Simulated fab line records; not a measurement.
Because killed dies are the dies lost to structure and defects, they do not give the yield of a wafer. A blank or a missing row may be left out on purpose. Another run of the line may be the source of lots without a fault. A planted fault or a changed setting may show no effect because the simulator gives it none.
A lot that was struck, set against a sound lot | flow sky130 | 14 steps out of a route of 708
Sound: wafers L126.1, L126.3, L126.4. Struck: wafer L140.6. (L140.3, L140.5 of the same lot were not struck and are left out.) The cause comes at the end.
Order at every step that has rows: each side's tool, ch and its chambers, its first start. Under that, the readings that differ: sound wafers | struck wafers | difference of the means | sigmas: that difference in standard deviations of wafers without a fault.
alike: readings whose means differ by less than 2 such deviations, and words and numbers that are the same on both sides. not compared: withheld readings, readings that some wafer has no value for, bounds like >300 that may hide the same value, and numbers for which the record gives no deviation and whose values overlap.
A row with sigmas, a row that says differs or no value, or rows on one side alone: a step with any of these is where the two part. Non-overlapping numbers with no deviation appear without sigmas and do not part them. A reading that every wafer of one side lacks parts them only if that side has two wafers or more.

first, 1 step without rows for these wafers: SKY_METAL5_CLEAN_19 (cleans in O3/DIW).
SKY_PASSIVATION_CVD_00: deposits SiO2, target thk 90 nm.
  sound on pecvd-02 ch 0,2, day 45 01:52; struck on pecvd-04 ch 1, day 48 08:21
  alike: heater_power_w
SKY_PASSIVATION_THK_MEAS_01:
  struck on film_metro-01, day 48 08:23; sound on film_metro-02, day 45 01:53
  alike: PASSIVATION_CVD_00_THK
SKY_PASSIVATION_CVD_02: deposits Si3N4, target thk 540 nm.
  sound on pecvd-04 ch 0,1, day 45 01:57; struck on pecvd-02 ch 0, day 48 08:33
  alike: heater_power_w
SKY_PASSIVATION_THK_MEAS_03:
  struck on film_metro-02, day 48 08:47; sound on film_metro-03, day 45 02:10
  alike: PASSIVATION_CVD_02_THK
then, 7 steps without rows for these wafers: SKY_PASSIVATION_DEHYDRATE_04 (time 60 s); SKY_PASSIVATION_HMDS_05 (prime time 60 s); SKY_PASSIVATION_COAT_06 (resist thk 3000 nm); SKY_PASSIVATION_SOFTBAKE_07; SKY_PASSIVATION_EXPOSE_08 (exposes mask NSM, target cd 3000 nm); SKY_PASSIVATION_PEB_09; SKY_PASSIVATION_DEVELOP_10 (develop time 60 s).
SKY_PASSIVATION_ETCH_11: etches the open film in CF4/O2, stops on AlCu, target depth 725 nm, time 161.1 s.
  sound on rie_diel-04 ch 0,2,3, day 45 22:50; struck on rie_diel-02 ch 0, day 49 03:04
  reading                                       | sound             | struck | difference | sigmas
  oes_product_au (a.u.)                         | 0.973 0.957 0.982 | 0.953  | -0.018     | -3
  run_length_s (s)                              | 189.5 188.7 189.1 | 196.8  | +7.7       | +14
  model.coat_of_PASSIVATION_COAT_06.thk_nm (nm) | 2515 2514 2522    | 2495   | -22        |
  alike: drypump_motor_current_A, throttle_valve_pct
  not compared: rf_hours_counter_h
SKY_PASSIVATION_STRIP_12: strips in O2/N2.
  sound on plasma_asher-04 ch 0,1, day 45 22:56; struck on plasma_asher-04 ch 0, day 49 03:12
  reading                      | sound             | struck | difference | sigmas
  strip_time_to_endpoint_s (s) | 31.51 31.49 31.58 | 31.27  | -0.26      | -3
  alike: drypump_motor_current_A, oes_product_au
  not compared: rf_hours_counter_h

## WHERE THEY PART
At SKY_PASSIVATION_ETCH_11 first; at SKY_PASSIVATION_STRIP_12 last (within this record only).

WHY: the cause the simulator had injected
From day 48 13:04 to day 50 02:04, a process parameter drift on rie_diel-02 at SKY_PASSIVATION_ETCH_11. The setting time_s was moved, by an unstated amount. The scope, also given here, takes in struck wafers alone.
